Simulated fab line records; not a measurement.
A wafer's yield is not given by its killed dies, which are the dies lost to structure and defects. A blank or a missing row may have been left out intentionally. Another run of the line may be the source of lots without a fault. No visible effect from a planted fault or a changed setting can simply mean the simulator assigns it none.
Comparing a struck lot with a sound one ; flow gf180mcu ; 14 out of 602 route steps
Sound: these wafers, L402.4, L402.5, L402.6. Struck: wafers L395.2, L395.4, L395.5. Last of all comes the cause.
At each step with rows: each side's tool, then ch and its chambers, then its first start. Under that, the readings that differ: sound wafers ; struck wafers ; difference of the means ; sigmas: that difference in standard deviations of wafers without a fault.
alike: a reading whose means differ by less than 2 such deviations, as well as words and numbers matching on both sides. not compared: withheld readings; readings where some wafer has no value; bounds like >300 that might hide an equal value; numbers whose values overlap and for which the record gives no deviation.
The two part at a step that has a row with sigmas, a row that says differs or no value, or rows on one side only. Non-overlapping numbers with no deviation appear without sigmas and do not part them. Lack of a reading on every wafer of one side parts them only where that side has two or more wafers.

first, 2 steps without rows for these wafers: GF_VT_IMPLANT_PEB_16; GF_VT_IMPLANT_DEVELOP_17 (develop time 60 s).
GF_VT_IMPLANT_OVL_MEAS_18:
  sound: overlay-01 at day 12 03:10; struck: overlay-02 at day 10 03:28
reading;sound;struck;difference;sigmas
VT_IMPLANT_01_OVL (nm);-2.7 -2.6 -0.5;1.3 0.7 0.4;+2.7;+2
following that, these wafers have no rows for 1 step: GF_VT_IMPLANT_IMPLANT_19.
GF_VT_IMPLANT_STRIP_20: strips in O2/N2.
  sound on plasma asher-03 ch 0,1, day 12 03:22; struck on plasma asher-04 ch 0,1, day 10 03:38
  alike: drypump motor current A, heater power w, oes product au, strip time to endpoint s
  not compared: rf hours counter h
GF_VT_IMPLANT_TW_MEAS_21:
  sound: film metro-01 at day 12 03:28; struck: film metro-01 at day 10 03:45
  alike: VT_IMPLANT_2_TW
then, 6 steps without rows for these wafers: GF_VT_IMPLANT_DEHYDRATE_22 (time 60 s); GF_VT_IMPLANT_HMDS_23 (prime time 60 s); GF_VT_IMPLANT_COAT_24 (resist thk 1000 nm); GF_VT_IMPLANT_SOFTBAKE_25 (time 60 s); GF_VT_IMPLANT_EXPOSE_26 (exposes mask LVPWELL HV AREA, target cd 860 nm); GF_VT_IMPLANT_PEB_27.
GF_VT_IMPLANT_DEVELOP_28: develop time 60 s.
  struck on litho track-01, day 10 21:40; sound on litho track-02 ch 0, day 12 22:54
  no value came back on the struck wafers for chill plate temp C (C), develop time s (s), resist line temp C (C); on the sound wafers chill plate temp C (C) reads 23.09 23.10 23.11
GF_VT_IMPLANT_OVL_MEAS_29:
  sound: overlay-01 at day 12 22:59; struck: overlay-01 at day 10 21:49
reading;sound;struck;difference;sigmas
VT_IMPLANT_02_OVL (nm);1.8 2.0 2.6;- - -;no value on the struck wafers;

== WHERE THEY PART ==
Last at GF_VT_IMPLANT_OVL_MEAS_29 as far as this record goes, first at GF_VT_IMPLANT_OVL_MEAS_18.

WHY: whatever the simulator had introduced
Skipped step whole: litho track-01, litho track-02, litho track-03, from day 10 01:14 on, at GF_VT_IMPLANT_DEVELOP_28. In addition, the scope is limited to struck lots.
